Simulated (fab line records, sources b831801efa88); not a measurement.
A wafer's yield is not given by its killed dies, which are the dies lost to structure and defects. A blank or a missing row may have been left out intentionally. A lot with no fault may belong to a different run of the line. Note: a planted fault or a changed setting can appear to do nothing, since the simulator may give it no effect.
fab line records	flow sky130
record lots=5	wafers=15	lastDay=50
route steps=708 shown VIA4@653 METAL5@661 PASSIVATION@681 PAD_OPEN@694
lots untouched by any fault: they come from a run of this same line in which no faults occurred
startH: hours from the record's opening day to when the first of the lot's shown wafers began	waitH: time in hours since the lot's previous step	" unchanged from the row above	L1.1+2: a single row standing in for several wafers	- either no value or no given start	* or withheld: withheld	< > ~ a bound
route shown NAME@n: names a module that has steps shown in the file, with the first one's number in the route	usual: mean/standard deviation of fault-free wafers	same: alike in all rows	chamber/n: place in a boat	sites: the reading at each site	_std_site: standard deviation of those values	_edge_site: mean of outer sites minus mean of inner sites	radiusMm: for every site, how far away it sits from the centre of the wafer	mask NAME#n: copy n	behind: the tool/chamber that last shaped the wafer	hold: why the lot went on hold/how many hours it stayed there/how the hold came to an end	device: the transistor (n, p or np) that didn't switch	end of line: tests run on the same wafers once the route is complete	a step with no rows: only its recipe	killed: not the wafer's yield, but the dies lost to structure and defects at the first sort	map: a wafer's dies, marking killed ones x, the rest . and places with no die _
set.NAME: the setting the step ran with; set.NAME@STEP: the setting that earlier step ran with	model.NAME: the simulator's own value behind a step, which no gauge read
lots seen at some steps along the route; tables by step, rows by wafer
services: when a tool's chamber went out of use (startH, in hours from the record's first day, below 0 if earlier), for how many hours, and the reason
## steps
# step SKY_VIA4_STRIP_14
# recipe chemistry=postEtchResidueRemover	timeS=1200	tempC=72.5
# step SKY_VIA4_CLEAN_15
# recipe chemistry=IPA	timeS=180	tempC=25
# step SKY_VIA4_CLEAN_16
# recipe chemistry=O3/DIW	dry=n2Spin
# step SKY_VIA4_SPUTTER_17
# recipe material=TiN	targetThkNm=20	chamberPressurePa=5	powerW=4000	timeS=80
# step SKY_VIA4_CVD_18
# recipe material=W	targetThkNm=505	timeS=152.14	tempC=400	pressureTorr=40
# usual heaterPowerW=784/40
lot.wafer	tool	chamber	startH	waitH	heaterPowerW
L173.1	cvdW-02	1	1009.62	0.0	776
L173.4	"	0	"	"	838
L173.5	"	1	"	"	776
L176.2	cvdW-01	1	1025.57	0.0	709
L176.3	"	0	"	"	787
L176.4	"	1	"	"	696
L189.1	cvdW-02	0	1112.92	0.0	806
L189.4	"	1	"	"	769
L189.6	"	0	"	"	811
L191.1	cvdW-02	0	1120.41	0.0	828
L191.2	"	1	"	"	758
L191.3	"	1	"	"	788
L193.1	cvdW-02	0	1139.02	0.0	830
L193.2	"	1	"	"	770
L193.6	"	1	"	"	777
# step SKY_VIA4_RS_MEAS_19
# recipe thkMeasGauge=four-point-probe	reads=W_of_VIA4_CVD_18+TiN_of_VIA4_SPUTTER_17
# usual VIA4_W_RS=0.2265/0.0026
lot.wafer	tool	chamber	startH	waitH	VIA4_W_RS[ohm/sq]
L173.1	filmMetro-01	-	1009.77	0.1	0.2264
L173.4	"	-	"	"	0.2266
L173.5	"	-	"	"	0.2274
L176.2	filmMetro-01	-	1025.74	0.1	0.2255
L176.3	"	-	"	"	0.2196
L176.4	"	-	"	"	0.2260
L189.1	filmMetro-03	-	1113.08	0.1	0.2293
L189.4	"	-	"	"	0.2290
L189.6	"	-	"	"	0.2278
L191.1	filmMetro-01	-	1120.56	0.1	0.2319
L191.2	"	-	"	"	0.2276
L191.3	"	-	"	"	0.2283
L193.1	filmMetro-02	-	1139.17	0.1	0.2294
L193.2	"	-	"	"	0.2251
L193.6	"	-	"	"	0.2276
# step SKY_VIA4_THK_MEAS_20
# recipe thkMeasGauge=xrf	reads=W_of_VIA4_CVD_18
# usual VIA4_W_THK=513/8.2
lot.wafer	tool	chamber	startH	waitH	VIA4_W_THK[nm]
L173.1	filmMetro-01	-	1009.89	0.1	519
L173.4	"	-	"	"	518
L173.5	"	-	"	"	520
L176.2	filmMetro-01	-	1025.85	0.1	522
L176.3	"	-	"	"	535
L176.4	"	-	"	"	520
L189.1	filmMetro-03	-	1113.20	0.1	497
L189.4	"	-	"	"	500
L189.6	"	-	"	"	500
L191.1	filmMetro-01	-	1120.68	0.1	505
L191.2	"	-	"	"	512
L191.3	"	-	"	"	509
L193.1	filmMetro-02	-	1139.29	0.1	507
L193.2	"	-	"	"	522
L193.6	"	-	"	"	514
# step SKY_VIA4_CMP_21
# recipe stopOn=SiO2	tOverpolishS=25	downForcePsi=3.5	platenRpm=60	targetThkNm=0	padVelocityMS=0.94248
# step SKY_METAL5_SPUTTER_00
# recipe material=Ti	targetThkNm=15	powerW=3000	timeS=10	chamberPressurePa=0.4
# step SKY_METAL5_SPUTTER_01
# recipe material=TiN	targetThkNm=20	powerW=6500	timeS=16.7	chamberPressurePa=0.4
# usual throttleValvePct=30.0/1.2
lot.wafer	tool	chamber	startH	waitH	throttleValvePct
L173.1	pvdSputter-03	-	1010.27	0.0	30.2
L173.4	"	-	"	"	29.0
L173.5	"	-	"	"	30.4
L176.2	pvdSputter-01	-	1026.30	0.0	28.9
L176.3	"	-	"	"	29.2
L176.4	"	-	"	"	30.4
L189.1	pvdSputter-04	-	1113.58	0.0	30.0
L189.4	"	-	"	"	29.9
L189.6	"	-	"	"	31.4
L191.1	pvdSputter-01	-	1121.06	0.0	28.9
L191.2	"	-	"	"	29.9
L191.3	"	-	"	"	30.7
L193.1	pvdSputter-04	-	1139.67	0.0	28.6
L193.2	"	-	"	"	32.0
L193.6	"	-	"	"	31.8
# step SKY_METAL5_SPUTTER_02
# recipe material=AlCu	targetThkNm=1150	powerW=10600	timeS=61.2	chamberPressurePa=0.4
# step SKY_METAL5_SPUTTER_03
# recipe material=Ti	targetThkNm=5	powerW=3000	timeS=3.3	chamberPressurePa=0.4
# usual throttleValvePct=30.0/1.2
lot.wafer	tool	chamber	startH	waitH	throttleValvePct
L173.1	pvdSputter-03	-	1010.36	0.0	30.0
L173.4	"	-	"	"	28.8
L173.5	"	-	"	"	30.5
L176.2	pvdSputter-01	-	1026.38	0.0	28.8
L176.3	"	-	"	"	29.0
L176.4	"	-	"	"	30.4
L189.1	pvdSputter-04	-	1113.65	0.0	29.9
L189.4	"	-	"	"	30.1
L189.6	"	-	"	"	31.6
L191.1	pvdSputter-01	-	1121.14	0.0	29.0
L191.2	"	-	"	"	29.5
L191.3	"	-	"	"	30.2
L193.1	pvdSputter-04	-	1139.75	0.0	28.7
L193.2	"	-	"	"	32.0
L193.6	"	-	"	"	31.9
# step SKY_METAL5_SPUTTER_04
# recipe material=TiN	targetThkNm=70	powerW=6500	timeS=58.3	chamberPressurePa=0.4
# usual throttleValvePct=30.0/1.2
lot.wafer	tool	chamber	startH	waitH	throttleValvePct	model.TiN_of_METAL5_SPUTTER_04.thkNm
L173.1	pvdSputter-03	-	1010.38	0.0	30.0	68.89
L173.4	"	-	"	"	29.2	68.16
L173.5	"	-	"	"	30.7	69.2
L176.2	pvdSputter-01	-	1026.40	0.0	28.8	70.66
L176.3	"	-	"	"	29.1	70.89
L176.4	"	-	"	"	30.4	70.63
L189.1	pvdSputter-04	-	1113.67	0.0	30.3	70.52
L189.4	"	-	"	"	30.1	70.41
L189.6	"	-	"	"	32.0	70.51
L191.1	pvdSputter-01	-	1121.16	0.0	29.4	98.74
L191.2	"	-	"	"	29.5	70.5
L191.3	"	-	"	"	30.4	70.42
L193.1	pvdSputter-04	-	1139.77	0.0	28.8	69.4
L193.2	"	-	"	"	31.8	69.62
L193.6	"	-	"	"	32.1	70
# step SKY_METAL5_RS_MEAS_05
# recipe thkMeasGauge=four-point-probe	reads=TiN_of_METAL5_SPUTTER_04+Ti_of_METAL5_SPUTTER_03+AlCu_of_METAL5_SPUTTER_02+TiN_of_METAL5_SPUTTER_01+Ti_of_METAL5_SPUTTER_00
# usual METAL5_ALCU_RS=0.02712/0.00026
lot.wafer	tool	chamber	startH	waitH	METAL5_ALCU_RS[ohm/sq]
L173.1	filmMetro-03	-	1010.44	0.0	0.02682
L173.4	"	-	"	"	0.02667
L173.5	"	-	"	"	0.0269
L176.2	filmMetro-04	-	1026.47	0.0	0.02717
L176.3	"	-	"	"	0.02715
L176.4	"	-	"	"	0.02709
L189.1	filmMetro-03	-	1113.72	0.0	0.02689
L189.4	"	-	"	"	0.02674
L189.6	"	-	"	"	0.02706
L191.1	filmMetro-04	-	1121.21	0.0	0.02666
L191.2	"	-	"	"	0.02667
L191.3	"	-	"	"	0.0266
L193.1	filmMetro-01	-	1139.81	0.0	0.02715
L193.2	"	-	"	"	0.02741
L193.6	"	-	"	"	0.02747
# step SKY_METAL5_THK_MEAS_06
# recipe thkMeasGauge=xrf	reads=AlCu_of_METAL5_SPUTTER_02
# usual METAL5_ALCU_THK=1145/14
lot.wafer	tool	chamber	startH	waitH	METAL5_ALCU_THK[nm]
L173.1	filmMetro-03	-	1010.56	0.1	1162
L173.4	"	-	"	"	1169
L173.5	"	-	"	"	1156
L176.2	filmMetro-04	-	1026.58	0.1	1142
L176.3	"	-	"	"	1147
L176.4	"	-	"	"	1143
L189.1	filmMetro-03	-	1113.84	0.1	1154
L189.4	"	-	"	"	1162
L189.6	"	-	"	"	1149
L191.1	filmMetro-04	-	1121.33	0.1	1092
L191.2	"	-	"	"	1165
L191.3	"	-	"	"	1170
L193.1	filmMetro-01	-	1139.93	0.1	1144
L193.2	"	-	"	"	1130
L193.6	"	-	"	"	1128
# step SKY_METAL5_DEHYDRATE_07
# recipe tempC=200	timeS=60
# step SKY_METAL5_HMDS_08
# recipe primeTimeS=60	primeTempC=120
# step SKY_METAL5_COAT_09
# recipe resist=NOVOLAK	spinRpm=3000	resistThkNm=1800
# step SKY_METAL5_SOFTBAKE_10
# recipe tempC=90	timeS=60	resist=NOVOLAK
# step SKY_METAL5_EXPOSE_11
# recipe maskId=MM5	na=0.6	sourceShape=conventional	sigmaOuter=0.6	polarization=unpolarized	targetCdNm=1600	doseMj=190
# step SKY_METAL5_PEB_12
# recipe tempC=withheld	timeS=*	resist=NOVOLAK
# step SKY_METAL5_DEVELOP_13
# recipe resist=NOVOLAK	developer=TMAH	developTimeS=60	devTempC=23
# step SKY_METAL5_DESCUM_14
# recipe chemistry=O2	sourcePowerW=150	biasPowerW=0	pressureMtorr=10	tempC=40	timeS=11
# usual drypumpMotorCurrentA=5.8/0.56	oesProductAu=1.000/0.0066
lot.wafer	tool	chamber	startH	waitH	drypumpMotorCurrentA	oesProductAu	rfHoursCounterH
L173.1	rieMetal-04	1	1032.61	0.1	6.2	1.004	19
L173.4	"	0	"	"	5.7	1.007	-
L173.5	"	0	"	"	5.7	1.001	-
L176.2	rieMetal-03	0	1048.68	0.1	6.2	1.014	12
L176.3	"	0	"	"	6.2	1.012	-
L176.4	"	1	"	"	5.5	1.005	-
L189.1	rieMetal-01	0	1133.09	0.1	6.4	1.003	12
L189.4	"	1	"	"	4.9	0.994	-
L189.6	"	1	"	"	4.9	1.002	-
L191.1	rieMetal-03	1	1140.36	0.1	5.6	0.989	15
L191.2	"	0	"	"	6.2	1.000	18
L191.3	"	1	"	"	5.5	0.995	-
L193.1	rieMetal-01	0	1158.61	0.1	6.4	1.004	14
L193.2	"	1	"	"	4.9	0.993	23
L193.6	"	0	"	"	6.4	1.006	-
# step SKY_METAL5_METAL_ETCH_15
# recipe targetDepthA=12600	stopOn=SiO2	overEtchFrac=0.2	timeS=252	chemistry=Cl2/BCl3	resistSidewallDeg=86	pressureMtorr=10	icpW=900	biasW=48.5	Cl2_flow_sccm=60	bcl3FlowSccm=30
# step SKY_METAL5_STRIP_16
# recipe chemistry=O2/N2	powerW=1400	pressureMtorr=1500	platenTempC=withheld	o2FlowSccm=3000	n2FlowSccm=300	overashFraction=0.5
# step SKY_METAL5_STRIP_17
# recipe chemistry=postEtchResidueRemover	timeS=1200	tempC=72.5
# usual bathGuardTempC=72.6/0.7
lot.wafer	tool	chamber	startH	waitH	bathGuardTempC	model.TiN_of_METAL5_SPUTTER_04.thkNm
L173.1	wetBench-04	3	1032.98	0.1	72.2	68.47
L173.4	"	3	"	"	72.1	67.74
L173.5	"	3	"	"	72.3	68.78
L176.2	wetBench-02	0	1049.05	0.1	72.3	70.23
L176.3	"	0	"	"	72.3	70.47
L176.4	"	0	"	"	72.6	70.2
L189.1	wetBench-02	0	1133.45	0.1	72.6	70.1
L189.4	"	0	"	"	72.3	69.99
L189.6	"	0	"	"	72.1	70.09
L191.1	wetBench-01	1	1140.73	0.1	73.5	98.32
L191.2	"	1	"	"	73.8	70.08
L191.3	"	1	"	"	73.1	70
L193.1	wetBench-01	0	1158.98	0.1	72.8	68.98
L193.2	"	0	"	"	72.5	69.2
L193.6	"	0	"	"	72.8	69.58
# step SKY_METAL5_CLEAN_18
# recipe chemistry=IPA	timeS=180	tempC=25
# step SKY_METAL5_CLEAN_19
# recipe chemistry=O3/DIW	dry=n2Spin
# step SKY_PASSIVATION_CVD_00
# recipe material=SiO2	targetThkNm=90	tempC=400	timeS=withheld	rfW=600
# step SKY_PASSIVATION_THK_MEAS_01
# recipe reads=SiO2_of_PASSIVATION_CVD_00
# usual PASSIVATION_CVD_00_THK=90.2/1.3
lot.wafer	tool	chamber	startH	waitH	PASSIVATION_CVD_00_THK[nm]
L173.1	filmMetro-02	-	1033.49	-	89.4
L173.4	"	-	"	"	90.9
L173.5	"	-	"	"	91.4
L176.2	filmMetro-04	-	1049.61	-	88.7
L176.3	"	-	"	"	88.1
L176.4	"	-	"	"	90.4
L189.1	filmMetro-02	-	1134.00	-	89.9
L189.4	"	-	"	"	90.7
L189.6	"	-	"	"	92.0
L191.1	filmMetro-04	-	1141.26	-	88.2
L191.2	"	-	"	"	89.3
L191.3	"	-	"	"	88.6
L193.1	filmMetro-03	-	1159.58	-	89.9
L193.2	"	-	"	"	88.6
L193.6	"	-	"	"	90.4
# step SKY_PASSIVATION_CVD_02
# recipe material=Si3N4	targetThkNm=540	tempC=400	timeS=withheld	rfW=450
# step SKY_PASSIVATION_THK_MEAS_03
# recipe reads=Si3N4_of_PASSIVATION_CVD_02
# usual PASSIVATION_CVD_02_THK=540/6
lot.wafer	tool	chamber	startH	waitH	PASSIVATION_CVD_02_THK[nm]
L173.1	filmMetro-04	-	1033.78	-	539
L173.4	"	-	"	"	545
L173.5	"	-	"	"	539
L176.2	filmMetro-03	-	1049.89	-	542
L176.3	"	-	"	"	536
L176.4	"	-	"	"	547
L189.1	filmMetro-04	-	1134.28	-	535
L189.4	"	-	"	"	542
L189.6	"	-	"	"	548
L191.1	filmMetro-02	-	1141.54	-	531
L191.2	"	-	"	"	533
L191.3	"	-	"	"	538
L193.1	filmMetro-03	-	1159.86	-	534
L193.2	"	-	"	"	542
L193.6	"	-	"	"	543
# step SKY_PASSIVATION_DEHYDRATE_04
# recipe tempC=200	timeS=60
# step SKY_PASSIVATION_HMDS_05
# recipe primeTimeS=60	primeTempC=120
# step SKY_PASSIVATION_COAT_06
# recipe spinRpm=2000	resistThkNm=3000
# step SKY_PASSIVATION_SOFTBAKE_07
# recipe tempC=110	timeS=withheld
# step SKY_PASSIVATION_EXPOSE_08
# recipe maskId=NSM	targetCdNm=3000	na=0.57	doseMj=260
# step SKY_PASSIVATION_PEB_09
# recipe tempC=115	timeS=withheld
# step SKY_PASSIVATION_DEVELOP_10
# recipe developTimeS=60	devTempC=23
# step SKY_PASSIVATION_ETCH_11
# recipe chemistry=CF4/O2	targetDepthNm=725	stopOn=AlCu	sourceW=800	biasW=150	pressureMtorr=150	cf4FlowSccm=80	O2_flow_sccm=10	timeS=161.1
# usual biasW=149.9/0.41	drypumpMotorCurrentA=5.7/0.39	oesProductAu=0.977/0.0065	throttleValvePct=5.964/0.0083
lot.wafer	tool	chamber	startH	waitH	biasW	drypumpMotorCurrentA	oesProductAu	rfHoursCounterH	throttleValvePct	model.PASSIVATION.featureDepthNm
L173.1	rieDiel-03	2	1056.18	-	150.2	6.1	0.976	11	5.962	702.2
L173.4	"	3	"	"	149.6	5.7	0.987	17	5.956	707.5
L173.5	"	0	"	"	150.6	5.7	0.978	-	5.987	704.3
L176.2	rieDiel-02	1	1071.89	-	150.0	5.4	0.973	14	5.964	706.5
L176.3	"	2	"	"	150.0	6.0	0.973	21	5.961	699.3
L176.4	"	0	"	"	150.1	5.7	0.990	32	5.969	712.8
L189.1	rieDiel-03	1	1152.51	-	149.3	5.7	0.968	11	5.976	700.1
L189.4	"	2	"	"	150.1	6.0	0.978	14	5.976	707.4
L189.6	"	3	"	"	149.4	5.7	0.990	-	5.957	714.5
L191.1	rieDiel-02	3	1159.56	-	150.1	4.8	0.982	27	5.974	722.5
L191.2	"	1	"	"	149.6	5.5	0.972	18	5.957	697.4
L191.3	"	0	"	"	149.8	5.7	0.976	2	5.965	702.1
L193.1	rieDiel-04	1	1177.51	-	149.6	5.4	0.964	17	5.951	697.4
L193.2	"	2	"	"	149.9	6.1	0.978	12	5.962	705
L193.6	"	2	"	"	150.2	6.2	0.985	-	5.960	708
# step SKY_PASSIVATION_STRIP_12
# recipe chemistry=O2/N2	powerW=1400	pressureMtorr=1500	platenTempC=withheld	overashFraction=0.7	o2FlowSccm=3000	n2FlowSccm=300
# usual drypumpMotorCurrentA=5.6/0.34	oesProductAu=0.661/0.0043	stripTimeToEndpointS=31.53/0.12
# same overashFraction=0.7
lot.wafer	tool	chamber	startH	waitH	drypumpMotorCurrentA	oesProductAu	rfHoursCounterH	stripTimeToEndpointS
L173.1	plasmaAsher-04	1	1056.29	0.1	6.1	0.667	28	31.33
L173.4	"	0	"	"	5.7	0.662	-	31.35
L173.5	"	0	"	"	5.7	0.665	-	31.46
L176.2	plasmaAsher-04	1	1071.99	0.1	6.1	0.667	29	31.45
L176.3	"	0	"	"	5.7	0.658	-	31.53
L176.4	"	1	"	"	6.1	0.657	-	31.52
L189.1	plasmaAsher-04	0	1152.61	0.1	5.7	0.662	37	31.57
L189.4	"	1	"	"	6.1	0.663	-	31.54
L189.6	"	0	"	"	5.7	0.657	-	31.46
L191.1	plasmaAsher-03	1	1159.67	0.1	5.3	0.654	82	31.59
L191.2	"	0	"	"	5.6	0.661	82	31.73
L191.3	"	1	"	"	5.3	0.658	-	31.64
L193.1	plasmaAsher-02	0	1177.62	0.1	5.3	0.662	11	31.73
L193.2	"	1	"	"	5.1	0.659	11	31.64
L193.6	"	0	"	"	5.3	0.667	-	31.65
# step SKY_PAD_OPEN_DEHYDRATE_00
# recipe tempC=200	timeS=60
# step SKY_PAD_OPEN_ETCH_07
# recipe chemistry=CF4/O2	targetDepthNm=725	stopOn=AlCu	sourceW=800	biasW=150	pressureMtorr=150	cf4FlowSccm=80	O2_flow_sccm=10	timeS=161.1
# usual biasW=150.0/0.48	drypumpMotorCurrentA=5.67/0.28	oesProductAu=0.978/0.0072	throttleValvePct=5.966/0.0084
lot.wafer	tool	chamber	startH	waitH	biasW	drypumpMotorCurrentA	oesProductAu	rfHoursCounterH	throttleValvePct	model.PAD_OPEN.featureDepthNm
L173.1	rieDiel-01	2	1077.31	-	150.0	5.54	0.981	9	5.974	702.2
L173.4	"	3	"	"	150.6	5.76	0.985	8	5.962	707.5
L173.5	"	3	"	"	150.5	5.76	0.975	-	5.973	704.3
L176.2	rieDiel-02	3	1093.16	-	150.4	4.77	0.973	24	5.961	706.5
L176.3	"	1	"	"	149.9	5.50	0.969	15	5.973	699.3
L176.4	"	0	"	"	150.3	5.70	0.981	32	5.976	712.8
L189.1	rieDiel-01	1	1170.51	-	149.8	5.60	0.974	28	5.977	700.1
L189.4	"	0	"	"	151.1	6.00	0.978	4	5.966	707.4
L189.6	"	2	"	"	149.2	5.57	0.984	-	5.959	714.5
L191.1	rieDiel-01	2	1177.16	-	149.7	5.61	0.984	13	5.971	713.7
L191.2	"	0	"	"	149.3	5.97	0.975	5	5.967	697.4
L191.3	"	1	"	"	150.1	5.59	0.979	29	5.948	702.1
L193.1	rieDiel-01	3	1193.31	-	149.4	5.78	0.974	13	5.975	697.4
L193.2	"	0	"	"	149.8	5.97	0.979	5	5.977	705
L193.6	"	3	"	"	148.9	5.76	0.978	-	5.980	708
# step SKY_PAD_OPEN_PROBE_99
# usual defectLimitedYield=82.5/1.9	killed_at_M0_to_M3=44/7.2	killed_at_M4_up=2.9/1.8	killedAtContacts=24/5.6	killedAtFrontEnd=15/4.2	killedAtOther=0.4/0.71	killedDies=86/9.2	killedOpen=47/7.2	killedShort=39/5.7	sort_bin_3_pad_short=0.9/0.4	sort_bin_5_function=10.2/1.6	sort_bin_6_memory=6.4/1.2	sortNPass=406/9.2	sortYieldPct=82.5/1.9
# same grossDies=492	killedAtBackSide=0	sort_bin_4_leakage[%]=0	sort_bin_8_speed[%]=0
lot.wafer	tool	chamber	startH	waitH	defectLimitedYield[%]	killed_at_M0_to_M3	killed_at_M4_up	killedAtContacts	killedAtFrontEnd	killedAtOther	killedDies	killedOpen	killedShort	sort_bin_3_pad_short[%]	sort_bin_5_function[%]	sort_bin_6_memory[%]	sortNPass	sortYieldPct[%]
L173.1	prober-02	-	1079.86	0.1	78.9	57	1	22	24	0	104	55	49	1.0	13.8	6.3	388	78.9
L173.4	prober-02	-	1080.01	0.2	80.3	51	3	26	15	2	97	49	46	1.2	10.8	7.7	395	80.3
L173.5	prober-02	-	1080.06	0.2	83.9	43	3	20	10	3	79	40	37	0.8	8.5	6.7	413	83.9
L176.2	prober-01	-	1095.53	0.1	83.3	47	4	18	13	0	82	44	38	0.4	10.2	6.1	410	83.3
L176.3	prober-01	-	1095.58	0.2	80.9	33	2	29	30	0	94	51	42	0.6	13.2	5.3	398	80.9
L176.4	prober-01	-	1095.63	0.2	84.1	36	3	23	16	0	78	42	35	0.4	9.8	5.7	414	84.1
L189.1	prober-02	-	1172.83	0.1	83.7	48	0	20	11	1	80	41	39	1.0	9.6	5.7	412	83.7
L189.4	prober-02	-	1172.98	0.2	83.3	50	4	20	8	0	82	44	38	0.8	10.6	5.3	410	83.3
L189.6	prober-02	-	1173.08	0.2	80.7	49	3	24	19	0	95	47	48	2.0	11.2	6.1	397	80.7
L191.1	prober-02	-	1179.48	0.1	80.5	51	2	31	12	0	96	56	39	1.2	12.0	6.3	396	80.5
L191.2	prober-02	-	1179.53	0.1	79.9	64	6	16	13	0	99	56	43	1.4	11.4	7.3	393	79.9
L191.3	prober-02	-	1179.58	0.2	80.1	52	0	35	11	0	98	51	47	0.6	12.6	6.7	394	80.1
L193.1	prober-02	-	1195.63	0.1	82.5	49	0	18	18	1	86	51	35	1.0	10.2	6.3	406	82.5
L193.2	prober-02	-	1195.68	0.1	84.6	43	0	15	17	1	76	41	34	0.8	10.0	4.7	416	84.6
L193.6	prober-02	-	1195.88	0.2	81.9	56	5	15	12	1	89	44	44	0.8	10.0	7.3	403	81.9
# killed by level:class
L173.1 LI_CONTACT:geometricParticle:open=10 FIELD_ISO:geometricParticle:open=9 METAL2:geometricParticle:short=9 VIA1:geometricParticle:open=8 VIA2:geometricParticle:open=8 VIA1:geometricParticle:short=7 METAL1:geometricParticle:short=7 POLY_GATE:geometricParticle:short=6
L173.4 VIA1:geometricParticle:open=11 LI_CONTACT:geometricParticle:open=8 VIA2:geometricParticle:open=8 METAL1:geometricParticle:short=7 POLY_GATE:geometricParticle:short=6 VIA3:geometricParticle:open=6 CONTACT:geometricParticle:short=6 CONTACT:geometricParticle:open=5
L173.5 METAL2:geometricParticle:short=8 VIA3:geometricParticle:open=8 CONTACT:geometricParticle:open=7 VIA1:geometricParticle:open=7 VIA2:geometricParticle:open=5 LI_CONTACT:geometricParticle:open=4 VIA1:geometricParticle:short=4 VIA3:geometricParticle:short=4
L176.2 VIA1:geometricParticle:open=16 VIA1:geometricParticle:short=12 CONTACT:geometricParticle:open=6 POLY_GATE:geometricParticle:short=5 LI_CONTACT:geometricParticle:open=5 CONTACT:geometricParticle:short=4 FIELD_ISO:geometricParticle:open=3 LOCAL_INTERCONNECT:geometricParticle:short=3
L176.3 CONTACT:geometricParticle:open=13 VIA1:geometricParticle:open=9 FIELD_ISO:geometricParticle:short=8 POLY_GATE:geometricParticle:open=7 CONTACT:geometricParticle:short=7 FIELD_ISO:geometricParticle:open=5 POLY_GATE:geometricParticle:short=5 LI_CONTACT:geometricParticle:open=5
L176.4 CONTACT:geometricParticle:open=10 VIA1:geometricParticle:open=8 METAL2:geometricParticle:short=7 FIELD_ISO:geometricParticle:open=6 LI_CONTACT:geometricParticle:open=6 METAL1:geometricParticle:short=6 VIA3:geometricParticle:open=4 POLY_GATE:geometricParticle:short=3
L189.1 VIA1:geometricParticle:open=10 METAL1:geometricParticle:short=9 VIA1:geometricParticle:short=9 CONTACT:geometricParticle:open=7 LI_CONTACT:geometricParticle:open=6 VIA2:geometricParticle:open=6 LI_CONTACT:geometricParticle:short=4 FIELD_ISO:geometricParticle:short=3
L189.4 VIA1:geometricParticle:open=16 VIA2:geometricParticle:open=8 CONTACT:geometricParticle:open=6 CONTACT:geometricParticle:short=5 FIELD_ISO:geometricParticle:short=4 LI_CONTACT:geometricParticle:open=4 VIA1:geometricParticle:short=4 METAL2:geometricParticle:short=4
L189.6 VIA1:geometricParticle:open=18 FIELD_ISO:geometricParticle:open=8 METAL2:geometricParticle:short=8 CONTACT:geometricParticle:open=8 CONTACT:geometricParticle:short=6 LI_CONTACT:geometricParticle:short=4 METAL1:geometricParticle:short=4 VIA1:geometricParticle:short=4
L191.1 CONTACT:geometricParticle:open=16 VIA1:geometricParticle:open=11 VIA3:geometricParticle:open=8 VIA2:geometricParticle:open=8 METAL1:geometricParticle:short=7 CONTACT:geometricParticle:short=5 LI_CONTACT:geometricParticle:short=5 LI_CONTACT:geometricParticle:open=5
L191.2 VIA1:geometricParticle:open=16 VIA2:geometricParticle:open=10 METAL1:geometricParticle:short=8 VIA3:geometricParticle:open=8 CONTACT:geometricParticle:open=6 METAL2:geometricParticle:short=5 LI_CONTACT:geometricParticle:open=4 VIA1:geometricParticle:short=4
L191.3 CONTACT:geometricParticle:open=11 VIA3:geometricParticle:open=10 CONTACT:geometricParticle:short=9 VIA2:geometricParticle:open=9 LI_CONTACT:geometricParticle:open=7 METAL1:geometricParticle:short=7 VIA1:geometricParticle:open=7 POLY_GATE:geometricParticle:short=6
L193.1 VIA1:geometricParticle:open=11 VIA1:geometricParticle:short=10 VIA2:geometricParticle:open=9 FIELD_ISO:geometricParticle:open=7 CONTACT:geometricParticle:open=7 VIA3:geometricParticle:open=7 CONTACT:geometricParticle:short=5 METAL2:geometricParticle:short=5
L193.2 VIA1:geometricParticle:open=12 VIA1:geometricParticle:short=9 CONTACT:geometricParticle:open=7 VIA2:geometricParticle:open=6 POLY_CUT:geometricParticle:short=5 METAL2:geometricParticle:short=5 POLY_GATE:geometricParticle:open=3 LI_CONTACT:geometricParticle:open=3
L193.6 VIA1:geometricParticle:open=15 METAL3:geometricParticle:short=7 VIA2:geometricParticle:open=7 METAL1:geometricParticle:short=6 VIA1:geometricParticle:short=6 VIA3:geometricParticle:open=6 LI_CONTACT:geometricParticle:open=5 CONTACT:geometricParticle:open=5
## services
tool	chamber	startH	hours	kind
plasmaAsher-02	-	1012.39	35.4	repair
rieMetal-04	-	1014.48	2.8	pm
rieDiel-03	1	1015.15	8.8	repair
wetBench-01	-	1017.15	4.2	repair
cvdW-01	-	1017.93	4.3	repair
pvdSputter-03	-	1018.01	11.2	repair
plasmaAsher-02	-	1019.28	2.9	repair
cvdW-02	-	1020.10	0.4	repair
rieDiel-04	1	1030.43	10.5	repair
cvdW-01	1	1032.64	9.4	repair
rieDiel-01	-	1049.40	1.9	repair
pvdSputter-01	-	1061.22	2.4	repair
wetBench-01	-	1067.20	3.3	repair
cvdW-02	-	1069.92	0.9	repair
pvdSputter-04	-	1094.09	1.2	repair
pvdSputter-03	-	1104.74	7.5	repair
rieDiel-03	2	1109.53	14.5	repair
rieDiel-02	-	1160.21	28.1	pm
rieMetal-03	1	1165.43	2.8	repair
pvdSputter-04	-	1172.60	5.2	repair
cvdW-02	-	1175.82	0.8	repair
pvdSputter-01	-	1184.93	6.9	repair
rieMetal-03	0	1191.36	1.2	repair
rieDiel-01	2	1191.66	3.1	repair
## key
firstSign step=SKY_METAL5_THK_MEAS_06	reading=METAL5_ALCU_THK	direction=down	sigmas=3.8	usual=1145	struck=1092
effect none on later readings
modelEffect step=SKY_METAL5_SPUTTER_04	value=TiN_of_METAL5_SPUTTER_04.thkNm	without=70.26	struck=98.74
modelEffect step=SKY_METAL5_STRIP_17	value=TiN_of_METAL5_SPUTTER_04.thkNm	without=69.84	struck=98.32
modelEffect step=SKY_PASSIVATION_ETCH_11	value=PASSIVATION.featureDepthNm	without=694.1	struck=722.5
modelEffect step=SKY_PAD_OPEN_ETCH_07	value=PAD_OPEN.featureDepthNm	without=694.1	struck=713.7
metAt SKY_METAL5_SPUTTER_04
struckWafers L191.1
onsetBetween 1026.40 1121.16
fault kind=processParameterDrift	tool=pvdSputter-01	chamber=-	onsetH=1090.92	steps=SKY_METAL5_SPUTTER_04	channel=targetThkNm	offset=28.476	shape=step	endH=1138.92	actsIn=theseRecipesOnly	stated=70	scope=struckWafersOnly
